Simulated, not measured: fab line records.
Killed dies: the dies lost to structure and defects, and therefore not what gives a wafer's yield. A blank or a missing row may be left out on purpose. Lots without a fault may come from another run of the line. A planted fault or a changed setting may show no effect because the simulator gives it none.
Struck lot and sound lot, side by side    flow sky130    43 steps out of a route of 708
Sound: the wafers L143.1, L143.3, L143.5. Wafers struck: L155.1, L155.2, L155.3. At the end, the cause is stated.
Order at every step that has rows: each side's tool, ch and its chambers, its first start. Under that, the readings that differ: sound wafers    struck wafers    difference of the means    sigmas: that difference in standard deviations of wafers without a fault.
alike: readings whose means differ by less than 2 such deviations, and words and numbers that are the same on both sides. not compared: withheld readings, readings that some wafer has no value for, bounds like >300 that may hide the same value, and numbers for which the record gives no deviation and whose values overlap.
Wherever a step has rows on one side only, a row that says differs or no value, or a row with sigmas, the two part there. When numbers do not overlap yet have no deviation, they are printed without sigmas and do not part them. A reading missing from all wafers of one side parts the sides only when that side holds two or more wafers.

first, 7 steps without rows for these wafers: SKY_LI_CONTACT_HMDS_05 (prime time 60 s); SKY_LI_CONTACT_COAT_06 (resist thk 60 nm); SKY_LI_CONTACT_COAT_07 (resist thk 450 nm); SKY_LI_CONTACT_SOFTBAKE_08 (time 90 s); SKY_LI_CONTACT_EXPOSE_09 (exposes mask LICM1, target cd 170 nm); SKY_LI_CONTACT_PEB_10; SKY_LI_CONTACT_DEVELOP_11 (develop time 60 s).
SKY_LI_CONTACT_CD_MEAS_12: the cd target is 170 nm.
  struck on cd-sem-01, day 33 19:49; sound on cd-sem-01, day 29 08:19
  alike: cd-nm
SKY_LI_CONTACT_OVL_MEAS_13:
  struck on overlay-01, day 33 19:56; sound on overlay-02, day 29 08:26
  alike: LI_CONTACT_OVL
then, 2 steps without rows for these wafers: SKY_LI_CONTACT_ETCH_14 (etches BARC in N2/H2, stops on SiO2, time 45.9 s, target depth 60 nm); SKY_LI_CONTACT_ETCH_15 (etches PSG in C4F8/O2/Ar, stops on Si, target depth 600 nm).
SKY_LI_CONTACT_STRIP_16: strips in O2/N2.
  sound on plasma-asher-03 ch 0,1, day 29 08:35; struck on plasma-asher-03 ch 0,1, day 33 20:05
  alike: chamber-pressure-mTorr, drypump-motor-current-A, oes-product-au, strip-time-to-endpoint-s
  not compared: rf-hours-counter-h
SKY_LI_CONTACT_CLEAN_17: cleans in NMP, time 600 s.
  sound on wet-bench-04 ch 0, day 29 08:41; struck on wet-bench-03 ch 2, day 33 20:11
then, 1 step without rows for these wafers: SKY_LI_CONTACT_PRE_CLEAN_18 (time 5.6 s).
SKY_LI_CONTACT_SPUTTER_19: material Ti, target thk 20 nm, time 106.37 s.
  struck on pvd-sputter-03, day 33 20:23; sound on pvd-sputter-04, day 29 08:53
  alike: throttle-valve-pct
then, 1 step without rows for these wafers: SKY_LI_CONTACT_SPUTTER_20 (material TiN, target thk 20 nm, time 80 s).
SKY_LI_CONTACT_CVD_21: deposits W, target thk 400 nm, time 120.56 s.
  sound on cvd-w-02 ch 0,1, day 29 09:01; struck on cvd-w-02 ch 0,1, day 33 20:32
  alike: heater-power-outer-w, heater-power-w
SKY_LI_CONTACT_RS_MEAS_22: the measuring method here is four-point-probe.
  struck on film-metro-02, day 33 20:39; sound on film-metro-04, day 29 09:09
  alike: LI_CONTACT_W_RS
SKY_LI_CONTACT_THK_MEAS_23: measures by xrf.
  struck on film-metro-02, day 33 20:46; sound on film-metro-04, day 29 09:16
  alike: LI_CONTACT_W_THK
then, 2 steps without rows for these wafers: SKY_LI_CONTACT_CMP_24 (polishes, stops on PSG, t overpolish 20 s, target thk 0 nm); SKY_LOCAL_INTERCONNECT_SPUTTER_00 (material TiN, target thk 100 nm, time 83.3 s).
SKY_LOCAL_INTERCONNECT_RS_MEAS_01: the measuring method here is four-point-probe.
  struck on film-metro-01, day 33 21:44; sound on film-metro-03, day 29 09:41
  alike: LOCAL_INTERCONNECT_TIN_RS
SKY_LOCAL_INTERCONNECT_THK_MEAS_02: measures by xrf.
  struck on film-metro-01, day 33 21:51; sound on film-metro-03, day 29 09:49
  alike: LOCAL_INTERCONNECT_TIN_THK
then, 8 steps without rows for these wafers: SKY_LOCAL_INTERCONNECT_DEHYDRATE_03 (time 60 s); SKY_LOCAL_INTERCONNECT_HMDS_04 (prime time 60 s); SKY_LOCAL_INTERCONNECT_COAT_05 (resist thk 60 nm); SKY_LOCAL_INTERCONNECT_COAT_06 (resist thk 450 nm); SKY_LOCAL_INTERCONNECT_SOFTBAKE_07 (time 90 s); SKY_LOCAL_INTERCONNECT_EXPOSE_08 (exposes mask LI1M, target cd 170 nm); SKY_LOCAL_INTERCONNECT_PEB_09; SKY_LOCAL_INTERCONNECT_DEVELOP_10 (develop time 60 s).
SKY_LOCAL_INTERCONNECT_CD_MEAS_11: the cd target is 170 nm.
  struck on cd-sem-02, day 34 23:22; sound on cd-sem-02, day 30 14:04
  alike: cd-nm
SKY_LOCAL_INTERCONNECT_OVL_MEAS_12:
  struck on overlay-01, day 34 23:29; sound on overlay-01, day 30 14:11
  alike: LOCAL_INTERCONNECT_OVL
SKY_LOCAL_INTERCONNECT_ETCH_13: etches BARC in N2/H2, stops on SiO2, time 45.9 s, target depth 60 nm.
  sound on rie-metal-03 ch 0,1, day 30 14:13; struck on rie-metal-03 ch 0,1, day 34 23:31
  alike: chamber-pressure-mTorr, drypump-motor-current-A, oes-product-au, throttle-valve-pct
  not compared: rf-hours-counter-h
then, 1 step without rows for these wafers: SKY_LOCAL_INTERCONNECT_METAL_ETCH_14 (etches TiN in Cl2/BCl3, stops on PSG, target depth 110 nm, time 31.4 s).
SKY_LOCAL_INTERCONNECT_STRIP_15: strips in O2/N2.
  sound on plasma-asher-01 ch 0,1, day 30 14:20; struck on plasma-asher-01 ch 0,1, day 34 23:38
  alike: chamber-pressure-mTorr, drypump-motor-current-A, oes-product-au, strip-time-to-endpoint-s
  not compared: rf-hours-counter-h
then, 4 steps without rows for these wafers: SKY_LOCAL_INTERCONNECT_STRIP_16 (strips in post etch residue remover, time 1200 s); SKY_LOCAL_INTERCONNECT_CLEAN_17 (cleans in IPA, time 180 s); SKY_LOCAL_INTERCONNECT_CLEAN_18 (cleans in O3/DIW); SKY_CONTACT_CVD_00 (deposits Si3N4, target thk 75 nm).
SKY_CONTACT_THK_MEAS_01:
  struck on film-metro-02, day 35 00:16; sound on film-metro-04, day 30 14:58
  alike: CONTACT_CVD_00_THK
then, 1 step without rows for these wafers: SKY_CONTACT_HDPCVD_02 (deposits SiO2, target thk 565 nm, time 94.2 s).
-- the record jumps here: 14 days lie between the struck wafers' starts before and after (it left off in module CONTACT and takes up again in module PAD_OPEN, whose first step shown is number 708 of the route) --
SKY_PAD_OPEN_PROBE_99:
  struck on prober-02, day 49 02:49; sound on prober-02, day 45 20:37
reading             sound     struck    difference  sigmas
killed-at-contacts  31 22 32  61 52 53  +27         +5
killed-on-rim       22 17 17  29 32 27  +11         +3
  alike: killed_at_M0_to_M3, killed_at_M4_up, killed-at-front-end, killed-at-other, killed-dies, killed-open, killed-short

## WHERE THEY PART
Only at SKY_PAD_OPEN_PROBE_99, within this record.

WHY: what had been put in by the simulator
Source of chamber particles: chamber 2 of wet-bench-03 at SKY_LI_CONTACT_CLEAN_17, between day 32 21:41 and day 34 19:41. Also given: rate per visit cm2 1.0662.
